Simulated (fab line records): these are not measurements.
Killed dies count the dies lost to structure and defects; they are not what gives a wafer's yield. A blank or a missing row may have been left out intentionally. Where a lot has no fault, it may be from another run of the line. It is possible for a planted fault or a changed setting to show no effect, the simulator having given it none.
Struck lot and sound lot, side by side    flow sky130    15 steps out of a route of 708
Sound: wafers L218.2, L218.4, L218.6. Wafers struck: L216.2, L216.3, L216.6. The cause is named last.
Order at every step that has rows: each side's tool, ch and its chambers, its first start. Under that, the readings that differ: sound wafers    struck wafers    difference of the means    sigmas: that difference in standard deviations of wafers without a fault.
alike: a reading whose means differ by less than 2 such deviations, as well as words and numbers matching on both sides. not compared: withheld readings; readings where some wafer has no value; bounds like >300 that might hide an equal value; numbers whose values overlap and for which the record gives no deviation.
A row with sigmas, a row that says differs or no value, or rows on one side alone: a step with any of these is where the two part. Non-overlapping numbers with no deviation appear without sigmas and do not part them. A reading that every wafer of one side lacks parts them only if that side has two wafers or more.

first, 1 step without rows for these wafers: SKY_LDD_N_IMPLANT_15.
SKY_LDD_N_STRIP_16: strips in O2/N2.
  sound on plasmaAsher-02 ch 0,1, day 24 11:40; struck on plasmaAsher-03 ch 1, day 24 02:22
reading                   sound        struck       difference  sigmas
drypumpMotorCurrentA (A)  5.0 5.0 4.9  6.0 6.0 5.9  +1.0        +3
  alike: oesProductAu, stripTimeToEndpointS
  not compared: rfHoursCounterH
SKY_LDD_N_TW_MEAS_17:
  sound: filmMetro-02 at day 24 11:47; struck: filmMetro-02 at day 24 02:29
  alike: LDD_N_TW
then, 7 steps without rows for these wafers: SKY_LDD_P_DEHYDRATE_00 (time 60 s); SKY_LDD_P_HMDS_01 (prime time 60 s); SKY_LDD_P_COAT_02 (resist thk 1140 nm); SKY_LDD_P_SOFTBAKE_03 (time 60 s); SKY_LDD_P_EXPOSE_04 (exposes mask PSDM, target cd 380 nm); SKY_LDD_P_PEB_05; SKY_LDD_P_DEVELOP_06 (develop time 60 s).
SKY_LDD_P_CD_MEAS_07 targets a cd of 380 nm.
  sound: cdSem-02 at day 25 16:46; struck: cdSem-01 at day 25 07:45
  alike: cdNm
SKY_LDD_P_OVL_MEAS_08:
  sound: overlay-02 at day 25 16:53; struck: overlay-01 at day 25 07:52
  alike: LDD_P_OVL
SKY_LDD_P_IMPLANT_09:
  struck on implanter-04, day 25 07:55; sound on implanter-02 ch 0, day 25 16:56
  no value came back on the struck wafers for beamEnergyKeV, beamOnS (s), doseIonsCm2, implantIonAmu; on the sound wafers beamEnergyKeV reads 24.994 25.002 24.989
SKY_LDD_P_STRIP_10: strips in O2/N2.
  sound on plasmaAsher-04 ch 0,1, day 25 17:04; struck on plasmaAsher-04 ch 0, day 25 08:02
  alike: drypumpMotorCurrentA, oesProductAu, stripTimeToEndpointS
  not compared: rfHoursCounterH
SKY_LDD_P_TW_MEAS_11:
  sound: filmMetro-02 at day 25 17:10; struck: filmMetro-03 at day 25 08:09
reading   sound        struck    difference  sigmas
LDD_P_TW  636 633 633  30 30 30  -604        -99 or more

## WHERE THEY PART
At SKY_LDD_N_STRIP_16 first; at SKY_LDD_P_TW_MEAS_11 last (within this record only).

WHY: what the simulator had put in
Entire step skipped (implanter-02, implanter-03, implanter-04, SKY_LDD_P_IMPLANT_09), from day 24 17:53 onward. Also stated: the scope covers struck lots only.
